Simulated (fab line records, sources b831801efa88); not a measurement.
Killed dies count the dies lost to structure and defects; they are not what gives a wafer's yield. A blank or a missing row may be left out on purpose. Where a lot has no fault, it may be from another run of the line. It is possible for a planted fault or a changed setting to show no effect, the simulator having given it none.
Code-filled problem report in 8D (eight disciplines) form | flow sky130 | the parts of the form that need people (team, actions taken, sign-off) are left out

1. PROBLEM STATEMENT
Mean of oes product au at SKY_METAL5_METAL_ETCH_15: 0.813 a.u. across 3 wafers in 2 lots; on wafers with no fault it is 0.894 a.u. (standard deviation 0.0049). Measured from the usual mean, that is -17 standard deviations.
The step: etches the open film in Cl2/BCl3, stops on SiO2, target depth 1260 nm, time 252 s.
Earliest sighting: wafer L350.2 on rie metal-01 at day 50 16:38. At this step, 42 wafers from 14 lots have a number in the record. The rule behind "out" and "out of limits": a value lying over 4 standard deviations away from the usual mean. The other wafers with a number count as sound.

2. WHAT IT IS AND WHAT IT IS NOT
question                    | is                     | is not
which readings at this step | oes product au         | drypump motor current A, throttle valve pct
which lots                  | L350, L351             | L328, L329, L331, L332, L333, L334, L335, L336, L339, L340, L341, L342
which wafers of those lots  | L350.2, L350.6, L351.2 | L350.3, L351.1, L351.3
read on which tools         | rie metal-01           | rie metal-02, rie metal-03
when                        | from day 50 16:38      | up to then (37 sound wafers); but 2 sound wafers of L351 came after

3. WHAT RULES OUT EACH SUSPECT
Counting: any tool at a process step up to the reading remains a suspect provided it ran every lot that is out. Sound lots after the first of them don't rule it out here, since some wafers of a struck lot are sound.
- cmp-02 at SKY_VIA4_CMP_02 (polishes SiO2): kept. It ran every lot that is out, first L350 (day 49 02:04); its last sound lot up to then is L341 (day 47 07:58).
- rie metal-01 at SKY_METAL5_METAL_ETCH_15 (etches the open film in Cl2/BCl3, stops on SiO2, target depth 1260 nm, time 252 s): kept. It ran every lot that is out, first L350 (day 50 16:38); its last sound lot up to then is L341 (day 49 03:10). Its own oes product au readings are out on those wafers.
What counting leaves: cmp-02 at SKY_VIA4_CMP_02 and rie metal-01 at SKY_METAL5_METAL_ETCH_15.

4. THE CAUSE (what the simulator had put in)
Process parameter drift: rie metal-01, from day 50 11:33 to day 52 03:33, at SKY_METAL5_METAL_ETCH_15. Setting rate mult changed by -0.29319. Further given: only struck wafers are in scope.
Counting leaves 2 suspects; this tool is one of them.

5. SEQUENCE OF EFFECTS, ordered by route
Each row: a reading where the mean over the struck wafers with a number is more than 3 standard deviations away from the usual. Readings are gone through only where the record gives a usual standard deviation; hours: the median, over the lots, of the time from a lot's start at the first step in this table giving one to that lot's start at this step; sigmas: the change measured in usual standard deviations.
hours | step                     | reading                  | usual      | on struck wafers | change | sigmas
0     | SKY_METAL5_METAL_ETCH_15 | oes product au           | 0.894 a.u. | 0.813            | -0.081 | -17
0     | SKY_METAL5_STRIP_16      | strip time to endpoint s | 13.13 s    | 15.72            | +2.59  | +24
It contains these process steps:
- SKY_METAL5_METAL_ETCH_15: etches the open film in Cl2/BCl3, stops on SiO2, target depth 1260 nm, time 252 s.
- SKY_METAL5_STRIP_16: strips in O2/N2.

6. WHAT WOULD HAVE CAUGHT IT SOONER
In this record no reading fell out of limits until day 50 16:38, 5 hours after the fault had begun at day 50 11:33.
